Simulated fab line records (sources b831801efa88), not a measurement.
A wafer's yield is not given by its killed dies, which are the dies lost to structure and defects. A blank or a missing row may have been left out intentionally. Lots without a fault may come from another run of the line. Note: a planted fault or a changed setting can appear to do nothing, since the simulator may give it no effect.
Which tool was responsible? ; flow sky130 ; 7 lots with 21 wafers sampled at 2 steps, on a route of 708 steps

WHAT THE GAUGES READ, wafer by wafer
SKY_SD_N_RS_MEAS_18: the measuring method here is four-point-probe.
lot;measured;on;RES_XHIGH_RS (ohm/sq)
L801;day 28 15:47;film_metro-04;333.3 333.7 335.0
L803;day 29 00:08;film_metro-02;334.0 333.7 335.3
L806;day 30 08:43;film_metro-04;334.5 334.4 333.7
L809;day 31 01:37;film_metro-03;334.3 334.5 335.3
L817;day 33 16:11;film_metro-02;354.2 355.7 355.8
L820;day 34 10:20;film_metro-02;335.1 334.4 333.3
L823;day 35 10:16;film_metro-02;334.8 334.6 334.8

TOOL THAT RAN EACH LOT (tool first, then ch and the chambers of the sampled wafers, then the start)
lot;SKY_RES_XHIGH_IMPLANT_07
L801;implanter-04 ch 0, day 27 09:53
L803;implanter-01 ch 0, day 27 17:55
L806;implanter-02 ch 0, day 29 04:28
L809;implanter-02 ch 0, day 29 20:22
L817;implanter-01 ch 0, day 32 12:20
L820;implanter-02 ch 0, day 33 06:24
L823;implanter-04 ch 0, day 34 06:28
- SKY_RES_XHIGH_IMPLANT_07

THE ANSWER, worked out from the rows above alone
Rule: the usual values come from the lots themselves. The widest of any qualifying gaps counts: lots, ordered by their means at a reading, are off when they make up no more than a third of the lots, leave a main group of 4 or more, and stand apart from it by 3 or more times the standard deviation of that group's means. Not used: any main group whose means are identical at the precision the tables above print for the reading. Also off: a lot with no number at a reading for which 4 or more lots have one. Any other lot the step has rows for is counted as sound.
Off: L817, seen at SKY_SD_N_RS_MEAS_18 (RES_XHIGH_RS). The main group has a mean of 334.4 ohm/sq with a standard deviation of 0.26.
A tool fits if, at a process step before that reading, it ran every lot that is off, and no sound lot after the first of them. Gauges at SKY_SD_N_RS_MEAS_18: tried the same way as those tools. One candidate fits, namely implanter-01 at SKY_RES_XHIGH_IMPLANT_07. A fault onset in the window from L803 (day 27 17:55, its last sound lot) to L817 (day 32 12:20, its first lot off) fits.

WHAT THE SIMULATOR HAD INSERTED
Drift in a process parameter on implanter-01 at SKY_RES_XHIGH_IMPLANT_07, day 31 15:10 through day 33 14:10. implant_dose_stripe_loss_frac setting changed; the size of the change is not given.
Struck lots among those shown: L817. The same result came from the rule above.
